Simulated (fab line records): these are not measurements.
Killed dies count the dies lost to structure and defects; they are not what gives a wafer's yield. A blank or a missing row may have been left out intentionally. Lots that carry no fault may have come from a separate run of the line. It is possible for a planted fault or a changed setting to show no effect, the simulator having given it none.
8D (eight disciplines) problem report, filled in by code | flow gf180mcu | the parts of the form that need people (team, actions taken, sign-off) are left out

1. WHAT WENT WRONG
NWELL_TW at GF_NWELL_TW_MEAS_11 reads a mean of 1763 on 6 wafers of 2 lots; wafers without a fault read 1578 with a standard deviation of 13. That is +14 standard deviations from the usual mean.
Earliest sighting: wafer L452.1 on filmMetro-04 at day 4 15:58. The record has a number at this step for 36 wafers belonging to 12 lots. The rule behind "out" and "out of limits": a value lying over 4 standard deviations away from the usual mean. The rest of the wafers with a number are treated as sound.

2. WHAT THIS IS AND IS NOT
question                    | is                         | is not
which readings at this step | NWELL_TW                   | -
which lots                  | L452, L455                 | L446, L447, L448, L449, L458, L461, L462, L465, L468, L469
which wafers of those lots  | all that have a number     | -
read on which gauges        | filmMetro-03, filmMetro-04 | filmMetro-02
when                        | from day 4 15:58           | up to then (12 sound wafers); but 18 sound wafers of L458, L461, L462, L465, L468, L469 came after

3. WHAT RULES OUT EACH SUSPECT
Counting: a tool stays on the suspect list if, at a process step up to the reading, it processed all lots that are out and no sound lot following the first of them.
- the gauge at GF_NWELL_TW_MEAS_11: ruled out. The wafers that are out were read on 2 gauges (filmMetro-03, filmMetro-04).
- implanter-01 at GF_NWELL_IMPLANT_08: ruled out as a lasting fault. After its first lot that is out, L452 (day 4 15:34), sound lots L468, L469 ran on it.
Left after counting: nothing in the record.

4. THE CAUSE (what the simulator had put in)
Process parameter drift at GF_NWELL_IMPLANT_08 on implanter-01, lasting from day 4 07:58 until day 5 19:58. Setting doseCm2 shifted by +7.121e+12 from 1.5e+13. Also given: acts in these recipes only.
The count ruled it out by mistake, since the rule takes a fault to strike every lot its tool runs from the start of the fault on, and this one did not do so.

5. SEQUENCE OF EFFECTS, ordered by route
Each row: a reading whose mean over the struck wafers that have a number lies more than 3 standard deviations from the usual. Scope: only readings with a usual standard deviation given in the record; hours: median across lots of the time from each lot's start at the first step in this table that gives one to its start at this step; sigmas: change in usual standard deviations.
hours | step                     | reading          | usual        | on struck wafers | change      | sigmas
0     | GF_NWELL_IMPLANT_08      | doseIonsCm2      | 1.4999e+13   | 2.2106e+13       | +7.1075e+12 | +99 or more
0     | GF_NWELL_IMPLANT_08      | faradayCurrentUA | 84.3         | 122.7            | +38.4       | +23
0     | GF_NWELL_TW_MEAS_11      | NWELL_TW         | 1578         | 1763             | +185        | +14
110   | GF_VT_IMPLANT_RS_MEAS_47 | NWELL_RS         | 487.9 ohm/sq | 399.6            | -88.3       | -80
The process steps in it:
- GF_NWELL_IMPLANT_08
Later steps that measure or inspect, where all struck wafers having a row at the step show a number for every such reading and not one has moved that far: GF_VT_IMPLANT_OVL_MEAS_18.

6. HOW IT WOULD HAVE BEEN CAUGHT EARLIER
The first out-of-limits reading at a measuring or inspecting step in this record came at day 4 15:58, 8 hours after the fault's start at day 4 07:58.
The tool's own readings at GF_NWELL_IMPLANT_08 were out on every struck wafer that the step has a row for (doseIonsCm2, faradayCurrentUA): an alarm limit on them would have fired on the first of those.
